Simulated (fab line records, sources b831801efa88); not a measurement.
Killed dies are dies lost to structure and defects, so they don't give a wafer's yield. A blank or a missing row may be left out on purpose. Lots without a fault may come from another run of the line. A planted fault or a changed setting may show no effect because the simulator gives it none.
One fault seen from 2 desks | flow sky130 | each desk has only its own numbers; what lay behind them comes last

THE TOOL OWNER'S DESK: cvd_w-02
The tool's own readings at SKY_VIA2_CVD_21 (deposits W, target thk 420 nm, time 126.4 s): means of the sampled wafers that have a number, for each lot that ran on this tool. A lot is out of limits, marked OUT, if its mean lies more than 4 standard deviations from the usual mean; the brackets give that distance.
Columns: A = heater_power_w at SKY_VIA2_CVD_21, usual 826 W; B = susceptor_temp_C at SKY_VIA2_CVD_21, usual 400.04 C
lot  | first seen here | A   | B
L854 | day 34 22:35    | 835 | 399.77
L857 | day 36 00:04    | 880 | 400.13
L867 | day 38 18:17    | 833 | 399.80
L873 | day 46 00:41    | 802 | 400.17
This desk's finding: nothing out of limits on any of the 4 lots.

THE METROLOGY DESK
What the gauges read, lot by lot, whatever tool the lot ran on: means of the sampled wafers that have a number. A lot is out of limits, marked OUT, if its mean lies more than 4 standard deviations from the usual mean; the brackets give that distance.
Columns: A = cd_nm at SKY_VIA2_CD_MEAS_12, usual 200.1 nm; B = VIA2_W_RS at SKY_VIA2_RS_MEAS_22, usual 0.270 ohm/sq; C = VIA2_W_THK at SKY_VIA2_THK_MEAS_23, usual 408 nm; D = CAPM_CVD_00_THK at SKY_CAPM_THK_MEAS_01, usual 15.49 nm
lot  | first seen here | A     | B               | C             | D
L851 | day 34 07:19    | 197.5 | 0.264           | 417           | 15.55
L854 | day 34 21:41    | 198.4 | 0.268           | 411           | 15.61
L856 | day 35 07:52    | 199.5 | 0.269           | 409           | 15.52
L857 | day 35 23:08    | 201.2 | 0.482 (+64) OUT | 234 (-32) OUT | 15.53
L863 | day 37 10:07    | 199.4 | 0.268           | 413           | 15.37
L866 | day 38 09:07    | 202.1 | 0.271           | 408           | 15.51
L867 | day 38 17:22    | 198.4 | 0.274           | 401           | 15.50
L870 | day 45 16:16    | 200.9 | 0.272           | 403           | 15.59
L869 | day 45 20:14    | 197.4 | 0.268           | 407           | 15.46
L873 | day 45 23:47    | 202.2 | 0.272           | 399           | 15.48
This desk's finding: out of limits on L857; first on L857, day 36 00:13 (VIA2_W_RS at SKY_VIA2_RS_MEAS_22). In limits: L851, L854, L856, L863, L866, L867, L870, L869, L873.

PUT TOGETHER
The metrology desk could have raised an alarm at day 36 00:13, on L857.
The tool owner's desk saw nothing out of limits.
The tool owner's desk has L857 on record, within its limits.
Of the lots named, all ran SKY_VIA2_CVD_21 on cvd_w-02.

WHAT THE SIMULATOR HAD PUT IN
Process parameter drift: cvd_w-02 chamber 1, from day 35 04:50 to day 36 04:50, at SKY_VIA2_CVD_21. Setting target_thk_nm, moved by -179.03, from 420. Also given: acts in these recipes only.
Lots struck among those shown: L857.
Hours from the fault's start to each desk's first reading out of limits: the metrology desk, 19.
